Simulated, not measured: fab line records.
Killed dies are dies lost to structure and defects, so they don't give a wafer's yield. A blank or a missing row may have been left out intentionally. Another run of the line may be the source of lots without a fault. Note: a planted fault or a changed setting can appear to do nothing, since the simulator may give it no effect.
A lot that was struck, set against a sound lot    flow gf180mcu    15 out of 602 route steps
Sound: the wafers L167.1, L167.4, L167.6. Wafers L173.3, L173.5, L173.6 were the ones struck. The cause comes at the end.
Each step with rows lists, per side, the tool, then ch with its chambers, then its first start. Under that, the readings that differ: sound wafers    struck wafers    difference of the means    sigmas: that difference in standard deviations of wafers without a fault.
alike: words and numbers the same on both sides, and readings whose means are apart by under 2 such deviations; not compared: readings that were withheld, readings missing a value for some wafer, numbers with overlapping values and no deviation given by the record, and bounds like >300 which may hide the same value.
A row with sigmas, a row that says differs or no value, or rows on one side alone: a step with any of these is where the two part. Numbers that don't overlap but have no deviation are shown without sigmas and don't part them. A reading missing from all wafers of one side parts the sides only when that side holds two or more wafers.

first, 2 steps without rows for these wafers: GF_V2_SOFTBAKE_10 (time 60 s); GF_V2_EXPOSE_11 (exposes mask Via2, target cd 260 nm).
GF_V2_PEB_12: peb time 91.89 s.
  sound on litho-track-04 ch 0; struck on litho-track-03 ch 0
  alike: plate-sensor-t-centre-C, plate-sensor-t-edge-C
then, 1 step without rows for these wafers: GF_V2_DEVELOP_13 (develop time 60 s).
GF_V2_CD_MEAS_14: target cd 260 nm.
  sound on cd-sem-01, day 21 00:22; struck on cd-sem-01, day 23 01:26
  alike: cd-nm
GF_V2_OVL_MEAS_15:
  sound on overlay-02, day 21 00:29; struck on overlay-02, day 23 01:31
  alike: V2_OVL
GF_V2_ETCH_16: etches BARC in N2/H2.
  sound on rie-diel-01 ch 0,2,3, day 21 00:32; struck on rie-diel-03 ch 1,3, day 23 01:32
  alike: drypump-motor-current-A, n2-flow-sccm, oes-product-au, rf-fwd-power-W, throttle-valve-pct
then, 1 step without rows for these wafers: GF_V2_ETCH_17 (etches SiO2 in C4F8/O2/Ar, stops on TiN, target depth 630 nm).
GF_V2_STRIP_18: strips in O2/N2.
  sound on plasma-asher-01 ch 0, day 21 00:39; struck on plasma-asher-01 ch 0,1, day 23 01:43
  alike: drypump-motor-current-A, heater-power-w, n2-flow-sccm, oes-product-au
  not compared: rf-hours-counter-h
then, 2 steps without rows for these wafers: GF_V2_STRIP_19 (strips in post etch residue remover, time 1200 s); GF_V2_CLEAN_20 (cleans in DIW).
GF_V2_SPUTTER_21: material Ti, target thk 15 nm, time 80.02 s.
  sound on pvd-sputter-04, day 21 01:11; struck on pvd-sputter-04, day 23 02:13
  alike: substrate-temp-c, throttle-valve-pct
GF_V2_SPUTTER_22: material TiN, target thk 10 nm, time 40 s.
  sound on pvd-sputter-04, day 21 01:15; struck on pvd-sputter-04, day 23 02:17
reading                                 sound             struck             difference  sigmas
model.TiN_of_V2_SPUTTER_22.thk-nm (nm)  9.89 10.07 10.05  16.25 16.38 16.31  +6.31       
  alike: throttle-valve-pct
GF_V2_CVD_23: deposits W, target thk 350 nm, time 104.94 s.
  sound on cvd-w-02 ch 0, day 21 01:17; struck on cvd-w-01 ch 0,1, day 23 02:22
  alike: heater-power-w
after that, 1 step had no rows for these wafers: GF_PASSIVATION_PROBE_99.

== WHERE THEY PART ==
Nowhere in this record.

WHY: what had been put in by the simulator
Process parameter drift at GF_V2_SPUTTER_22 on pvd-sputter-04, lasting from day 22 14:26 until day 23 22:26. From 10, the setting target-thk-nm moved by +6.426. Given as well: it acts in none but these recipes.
